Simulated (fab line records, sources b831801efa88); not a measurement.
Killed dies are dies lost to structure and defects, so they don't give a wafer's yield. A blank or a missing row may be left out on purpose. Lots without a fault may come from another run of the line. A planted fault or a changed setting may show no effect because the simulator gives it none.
Which tool did it? | flow gf180mcu | 15 lots, 45 wafers sampled, at 2 steps of a route of 602

WHAT THE GAUGES READ, wafer by wafer
GF_POLY_GATE_THK_MEAS_01.
lot  | measured     | on            | POLY_GATE_CVD_00_THK (nm)
L426 | day 9 00:07  | film_metro-04 | 200.2 200.7 197.2
L427 | day 9 03:05  | film_metro-02 | 201.0 201.1 200.8
L429 | day 9 18:33  | film_metro-03 | 200.0 200.8 199.1
L431 | day 9 23:59  | film_metro-03 | 202.6 201.6 201.5
L432 | day 10 12:31 | film_metro-03 | 199.7 199.7 198.1
L434 | day 10 20:55 | film_metro-03 | 202.0 203.1 200.9
L435 | day 11 05:56 | film_metro-03 | 201.2 201.0 199.7
L436 | day 11 06:53 | film_metro-04 | 198.6 201.5 199.5
L439 | day 12 07:02 | film_metro-03 | 198.4 198.5 196.1
L440 | day 12 09:47 | film_metro-04 | 203.5 203.0 202.6
L442 | day 13 05:39 | film_metro-04 | 200.2 199.0 199.3
L444 | day 13 17:45 | film_metro-03 | 198.9 200.9 199.8
L445 | day 14 03:40 | film_metro-02 | 197.0 197.1 198.8
L447 | day 14 10:56 | film_metro-02 | 198.9 199.9 200.9
L448 | day 14 18:15 | film_metro-04 | 203.8 204.0 203.8

WHICH TOOL RAN EACH LOT (tool, then ch and the chambers of the sampled wafers, then the start)
lot  | GF_LVPWELL_IMPLANT_09
L426 | implanter-03 ch 0, day 4 06:44
L427 | implanter-04 ch 0, day 4 07:32
L429 | implanter-04 ch 0, day 4 21:16
L431 | implanter-04 ch 0, day 5 00:43
L432 | implanter-03 ch 0, day 5 12:59
L434 | implanter-03 ch 0, day 5 18:10
L435 | implanter-04 ch 0, day 6 00:47
L436 | implanter-03 ch 0, day 6 04:19
L439 | implanter-04 ch 0, day 6 22:40
L440 | implanter-03 ch 0, day 7 03:14
L442 | implanter-04 ch 0, day 7 14:31
L444 | implanter-04 ch 0, day 8 01:06
L445 | implanter-02 ch 0, day 8 06:37
L447 | implanter-04 ch 0, day 8 19:49
L448 | implanter-02 ch 0, day 9 00:40
- GF_LVPWELL_IMPLANT_09

WHAT THE TOOLS THEMSELVES READ (means of the sampled wafers that have a number; where no wafer has one, the mark that the record gives instead)
GF_LVPWELL_IMPLANT_09.
lot  | tool         | beam_energy_keV
L426 | implanter-03 | 59.977
L427 | implanter-04 | 59.989
L429 | implanter-04 | 60.013
L431 | implanter-04 | 59.989
L432 | implanter-03 | 59.994
L434 | implanter-03 | 62.129
L435 | implanter-04 | 59.998
L436 | implanter-03 | 62.119
L439 | implanter-04 | 59.986
L440 | implanter-03 | 62.138
L442 | implanter-04 | 60.011
L444 | implanter-04 | 60.005
L445 | implanter-02 | 60.041
L447 | implanter-04 | 59.968
L448 | implanter-02 | 59.962

THE ANSWER, worked out from the rows above alone
Rule: what is usual is taken from the lots themselves. Put in order of their means at a reading, lots are off if they are a third of the lots or fewer, leave a main group of 4 or more, and stand apart from it by a gap of 3 or more times the standard deviation of the main group's means; of several such gaps the widest counts. A main group whose means are all the same, to the digits that the tables above print for the reading, isn't used. A lot without any number at a reading at which 4 lots or more have one is off too. The other lots that the step has rows for count as sound. The gauges are gone through in route order, then the tools' own readings, and for those a lot's mean is taken as printed above. The first step at which some lot is off is used, and at that step the reading that is off furthest; a lot without a number counts as furthest.
Off: L434, L436, L440, at GF_LVPWELL_IMPLANT_09 (beam_energy_keV). The main group: mean 59.994, standard deviation 0.021.
A tool fits if, at that step or a process step before it, it ran every lot that is off, and no sound lot after the first of them. One fits: implanter-03 at GF_LVPWELL_IMPLANT_09. Its last sound lot is L432 (day 5 12:59), its first lot that is off L434 (day 5 18:10): a fault that began between those two fits.
The tool's own readings at GF_LVPWELL_IMPLANT_09 bear it out: on the lots that are off they differ by more than 5 times the standard deviation of the sound lots' means. beam_energy_keV reads 62.129 there against 59.994 on the sound lots.

WHAT THE SIMULATOR HAD PUT IN
Process parameter drift: implanter-03, from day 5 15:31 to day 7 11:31, at GF_LVPWELL_IMPLANT_09. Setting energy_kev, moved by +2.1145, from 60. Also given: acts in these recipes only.
Lots struck among those shown: L434, L436, L440. The rule above found the same.
